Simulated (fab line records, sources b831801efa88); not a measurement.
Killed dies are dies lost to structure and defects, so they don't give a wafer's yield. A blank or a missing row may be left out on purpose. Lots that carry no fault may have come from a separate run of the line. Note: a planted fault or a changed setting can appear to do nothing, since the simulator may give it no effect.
2 desks looking at one fault -- flow gf180mcu -- each desk has only its own numbers; what lay behind them comes last

== THE TOOL OWNER'S DESK: implanter-01 ==
For each lot that ran on this tool, the mean over its sampled wafers that have a number, from the tool's own readings at GF_NSD_IMPLANT_09. Any lot whose mean is over 4 standard deviations away from the usual mean is out of limits and marked OUT; that distance is given in the brackets.
Columns: A = beam-energy-keV at GF_NSD_IMPLANT_09, usual 59.998
lot,first seen here,A
L601,day 13 11:01,60.005
L603,day 14 03:26,59.997
L608,day 15 19:53,60.017
L610,day 16 11:11,63.759 (+99 or more) OUT
L611,day 16 17:23,63.764 (+99 or more) OUT
L615,day 18 02:25,63.762 (+99 or more) OUT
L620,day 20 13:10,59.999
L623,day 21 02:22,59.969
This desk's finding: out of limits on L610, L611, L615; first on L610, day 16 11:11 (beam-energy-keV at GF_NSD_IMPLANT_09). L601, L603, L608, L620, L623: within limits.

== METROLOGY DESK ==
Means of the sampled wafers that have a number, per lot and without regard to the tool the lot ran on: this is what the gauges read. Any lot whose mean is over 4 standard deviations away from the usual mean is out of limits and marked OUT; that distance is given in the brackets.
Columns: A = HV_LDD_01_OVL at GF_HV_LDD_OVL_MEAS_20, usual 0.6 nm; B = NSD_OVL at GF_NSD_OVL_MEAS_08, usual 0.0 nm; C = NSD_RS at GF_PSD_RS_MEAS_14, usual 46.17 ohm/sq
lot,first seen here,A,B,C
L601,day 10 21:16,-0.6,1.7,45.97
L602,day 11 04:20,2.5,0.6,46.13
L603,day 11 11:28,1.5,-0.7,46.21
L605,day 12 05:29,1.8,2.0,46.29
L608,day 13 01:52,0.1,0.3,46.15
L610,day 13 17:24,1.6,2.7,45.03 (-10) OUT
L611,day 13 22:46,0.2,-0.4,45.02 (-10) OUT
L614,day 14 19:56,0.7,-0.6,46.25
L615,day 15 05:34,1.1,1.7,45.11 (-9.6) OUT
L617,day 16 01:55,3.0,2.5,46.04
L620,day 17 10:15,2.0,-1.1,46.15
L623,day 17 20:54,0.9,-0.5,46.30
L624,day 18 12:50,1.4,-0.5,46.20
This desk's result: L610, L611, L615 out of limits, first on L610 (NSD_RS at GF_PSD_RS_MEAS_14), day 17 09:47. L601, L602, L603, L605, L608, L614, L617, L620, L623, L624: within limits.

== ALL TOGETHER ==
The tool owner's desk could have raised an alarm at day 16 11:11, on L610, L611, L615.
At day 17 09:47 the metrology desk could have sounded an alarm, on L610, L611, L615.
Of the lots named, all ran GF_NSD_IMPLANT_09 on implanter-01.

== WHAT THE SIMULATOR HAD INSERTED ==
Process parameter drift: implanter-01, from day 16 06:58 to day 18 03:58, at GF_NSD_IMPLANT_09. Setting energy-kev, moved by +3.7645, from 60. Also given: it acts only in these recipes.
Shown lots that were struck: L610, L611, L615.
Hours from the fault's start to each desk's first reading out of limits: the tool owner's desk, 4; the metrology desk, 27.
